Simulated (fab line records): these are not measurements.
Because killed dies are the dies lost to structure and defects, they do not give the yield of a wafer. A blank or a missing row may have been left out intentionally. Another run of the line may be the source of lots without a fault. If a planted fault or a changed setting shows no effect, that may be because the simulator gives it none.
A struck lot beside a sound one / flow sky130 / 14 steps out of a route of 708
Sound: wafers L679.3, L679.4, L679.6. Struck: wafers L677.2, L677.5, L677.6. Last of all comes the cause.
At each step with rows: each side's tool, then ch and its chambers, then its first start. Under that, the readings that differ: sound wafers / struck wafers / difference of the means / sigmas: that difference in standard deviations of wafers without a fault.
alike: a reading whose means differ by less than 2 such deviations, as well as words and numbers matching on both sides. not compared: withheld readings; readings where some wafer has no value; bounds like >300 that might hide an equal value; numbers whose values overlap and for which the record gives no deviation.
Wherever a step has rows on one side only, a row that says differs or no value, or a row with sigmas, the two part there. When numbers do not overlap yet have no deviation, they are printed without sigmas and do not part them. Lack of a reading on every wafer of one side parts them only where that side has two or more wafers.

first, 5 steps without rows for these wafers: SKY_POLY_GATE_COAT_08 (resist thk 450 nm); SKY_POLY_GATE_SOFTBAKE_09 (time 90 s); SKY_POLY_GATE_EXPOSE_10 (exposes mask P1M, target cd 150 nm); SKY_POLY_GATE_PEB_11; SKY_POLY_GATE_DEVELOP_12 (develop time 60 s).
SKY_POLY_GATE_CD_MEAS_13: target cd 150 nm.
  struck on cdSem-02, day 17 15:11; sound on cdSem-02, day 18 06:54
  alike: cdNm
SKY_POLY_GATE_OVL_MEAS_14:
  struck on overlay-02, day 17 15:17; sound on overlay-01, day 18 06:59
  alike: POLY_GATE_OVL
SKY_POLY_GATE_ETCH_15: etches BARC in N2/H2, stops on SiO2, time 118.5 s, target depth 110 nm.
  sound on rieDiel-02 ch 0,1,3, day 18 07:01; struck on rieDiel-02 ch 0,1, day 17 15:19
  alike: chamberPressureMTorr, drypumpMotorCurrentA, oesProductAu, throttleValvePct
  not compared: rfHoursCounterH
SKY_POLY_GATE_ETCH_16: etches Si3N4 in CH3F/O2, stops on poly-Si, time 147.5 s, target depth 75 nm.
  sound on rieDiel-02 ch 0,1,3, day 18 07:06; struck on rieDiel-02 ch 0,1, day 17 15:24
  alike: chamberPressureMTorr, drypumpMotorCurrentA, oesProductAu, throttleValvePct
  not compared: rfHoursCounterH
SKY_POLY_GATE_ETCH_17: etches poly-Si in HBr/Cl2, stops on SiO2, target depth 180 nm, time 70.5 s.
  sound on rieSi-02 ch 1,2,3, day 18 07:11; struck on rieSi-01 ch 0,1, day 17 15:29
  alike: chamberPressureMTorr, drypumpMotorCurrentA, oesProductAu, throttleValvePct
  not compared: rfHoursCounterH
SKY_POLY_GATE_STRIP_18: strips in O2/N2.
  sound on plasmaAsher-02 ch 0,1, day 18 07:17; struck on plasmaAsher-02 ch 0,1, day 17 15:33
  alike: chamberPressureMTorr, drypumpMotorCurrentA, oesProductAu, stripTimeToEndpointS
  not compared: rfHoursCounterH
then, 1 step without rows for these wafers: SKY_POLY_GATE_CLEAN_19 (cleans in SC1/SC2, time 150 s).
SKY_POLY_GATE_OXIDATION_20: stabilise 600 s, purge 300 s, target thk 4 nm.
  struck on furnace-02, day 17 15:44; sound on furnace-01 ch 0, day 18 08:21
  no value came back on the struck wafers for oxTempC (C), oxTempCMax, oxTimeS (s), zonePowerLowerPct (%); on the sound wafers oxTempC (C) reads 850.4 850.2 850.4
SKY_POLY_GATE_CD_MEAS_22:
  struck on cdSem-02, day 17 17:05; sound on cdSem-02, day 18 09:43
  alike: cdNm

== WHERE THEY PART ==
At SKY_POLY_GATE_OXIDATION_20 and nowhere else, as far as this record goes. Later steps at which nothing parts them and some readings are alike: SKY_POLY_GATE_CD_MEAS_22.

WHY: what the simulator had put in
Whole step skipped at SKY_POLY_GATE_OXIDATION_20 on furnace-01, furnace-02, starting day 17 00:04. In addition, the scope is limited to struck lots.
